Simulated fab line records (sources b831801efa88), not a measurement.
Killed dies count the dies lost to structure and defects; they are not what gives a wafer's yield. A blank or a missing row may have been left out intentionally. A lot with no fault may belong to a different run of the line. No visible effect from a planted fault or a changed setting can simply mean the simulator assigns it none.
A struck lot beside a sound one :: flow sky130 :: 24 out of 708 route steps
Sound: wafers L827.3, L827.4, L827.6. Wafers struck: L825.1, L825.2, L825.4. The cause comes at the end.
Each step with rows lists, per side, the tool, then ch with its chambers, then its first start. Under that, the readings that differ: sound wafers :: struck wafers :: difference of the means :: sigmas: that difference in standard deviations of wafers without a fault.
alike: same words and numbers on both sides, and readings whose means sit less than 2 such deviations apart. not compared: any withheld reading, any reading some wafer has no value for, any bound like >300 that may hide the same value, and any number with overlapping values for which the record gives no deviation.
The two part at a step that has a row with sigmas, a row that says differs or no value, or rows on one side only. Numbers that don't overlap but have no deviation are shown without sigmas and don't part them. A reading missing from all wafers of one side parts the sides only when that side holds two or more wafers.

first, 9 steps without rows for these wafers: SKY_LI_CONTACT_ETCH_14 (etches BARC in N2/H2, stops on SiO2, time 45.9 s, target depth 60 nm); SKY_LI_CONTACT_ETCH_15 (etches PSG in C4F8/O2/Ar, stops on Si, target depth 600 nm); SKY_LI_CONTACT_STRIP_16 (strips in O2/N2); SKY_LI_CONTACT_CLEAN_17 (cleans in NMP, time 600 s); SKY_LI_CONTACT_PRE_CLEAN_18 (time 5.6 s); SKY_LI_CONTACT_SPUTTER_19 (material Ti, target thk 20 nm, time 106.37 s); SKY_LI_CONTACT_SPUTTER_20 (material TiN, target thk 20 nm, time 80 s); SKY_LI_CONTACT_CVD_21 (deposits W, target thk 400 nm, time 120.56 s); SKY_LI_CONTACT_CMP_24 (polishes, stops on PSG, t overpolish 20 s, target thk 0 nm).
SKY_LOCAL_INTERCONNECT_SPUTTER_00: material TiN, target thk 100 nm, time 83.3 s.
  sound: pvd_sputter-02 at day 33 17:25; struck: pvd_sputter-01 at day 32 02:03
  no value came back on the struck wafers for cathode_dc_power_W (W), chamber_pressure_pa (Pa), throttle_valve_pct (%); on the sound wafers cathode_dc_power_W (W) reads 6499.3 6498.2 6501.9
SKY_LOCAL_INTERCONNECT_RS_MEAS_01: a four-point-probe measurement.
  sound: film_metro-01 at day 33 17:31; struck: film_metro-02 at day 32 02:07
reading: LOCAL_INTERCONNECT_TIN_RS (ohm/sq)
sound: 14.22 14.05 14.08
struck: - - -
difference: no value on the struck wafers
sigmas: 
SKY_LOCAL_INTERCONNECT_THK_MEAS_02: measures by xrf.
  sound: film_metro-01 at day 33 17:37; struck: film_metro-02 at day 32 02:14
reading: LOCAL_INTERCONNECT_TIN_THK (nm)
sound: 99.3 101.1 100.5
struck: <0.0 <0.0 <0.0
difference: differs
sigmas: 
then, 9 steps without rows for these wafers: SKY_LOCAL_INTERCONNECT_DEHYDRATE_03 (time 60 s); SKY_LOCAL_INTERCONNECT_HMDS_04 (prime time 60 s); SKY_LOCAL_INTERCONNECT_COAT_05 (resist thk 60 nm); SKY_LOCAL_INTERCONNECT_COAT_06 (resist thk 450 nm); SKY_LOCAL_INTERCONNECT_SOFTBAKE_07 (time 90 s); SKY_LOCAL_INTERCONNECT_EXPOSE_08 (exposes mask LI1M, target cd 170 nm); SKY_LOCAL_INTERCONNECT_PEB_09; SKY_LOCAL_INTERCONNECT_DEVELOP_10 (develop time 60 s); SKY_LOCAL_INTERCONNECT_ETCH_13 (etches BARC in N2/H2, stops on SiO2, time 45.9 s, target depth 60 nm).
SKY_LOCAL_INTERCONNECT_METAL_ETCH_14: etches TiN in Cl2/BCl3, stops on PSG, target depth 110 nm, time 31.4 s.
  sound on rie_metal-02 ch 0,1, day 34 19:51; struck on rie_metal-02 ch 0,1, day 33 05:38
reading: oes_product_au (a.u.)
sound: 0.942 0.946 0.943
struck: 0.491 0.492 0.480
difference: -0.456
sigmas: -62

reading: throttle_valve_pct (%)
sound: 21.898 21.904 21.904
struck: 22.213 22.191 22.196
difference: +0.298
sigmas: +30
  alike: bcl3_flow_sccm, drypump_motor_current_A
  not compared: rf_hours_counter_h
then, 1 step without rows for these wafers: SKY_LOCAL_INTERCONNECT_STRIP_15 (strips in O2/N2).
-- a jump in the record: the struck wafers' starts before and after are 15 days apart (it breaks off in module LOCAL_INTERCONNECT and resumes in module PAD_OPEN, where the first step shown is number 708 of the route) --
SKY_PAD_OPEN_PROBE_99:
  sound: prober-02 at day 48 23:56; struck: prober-02 at day 47 20:56
reading: killed_at_M0_to_M3
sound: 46 41 51
struck: 9 9 10
difference: -37
sigmas: -5

reading: killed_at_contacts
sound: 21 25 21
struck: 481 482 478
difference: +458
sigmas: +92

reading: killed_at_front_end
sound: 20 16 17
struck: 2 1 4
difference: -15
sigmas: -3

reading: killed_dies
sound: 91 85 90
struck: 492 492 492
difference: +403
sigmas: +40

reading: killed_on_rim
sound: 16 16 22
struck: 96 96 96
difference: +78
sigmas: +22

reading: killed_open
sound: 44 51 47
struck: 11 6 12
difference: -38
sigmas: -5

reading: killed_short
sound: 47 34 43
struck: 8 7 8
difference: -34
sigmas: -5
  alike: killed_at_M4_up, killed_at_other

WHERE THEY PART
First at SKY_LOCAL_INTERCONNECT_SPUTTER_00; last, within this record, at SKY_PAD_OPEN_PROBE_99.

WHY: what the simulator had put in
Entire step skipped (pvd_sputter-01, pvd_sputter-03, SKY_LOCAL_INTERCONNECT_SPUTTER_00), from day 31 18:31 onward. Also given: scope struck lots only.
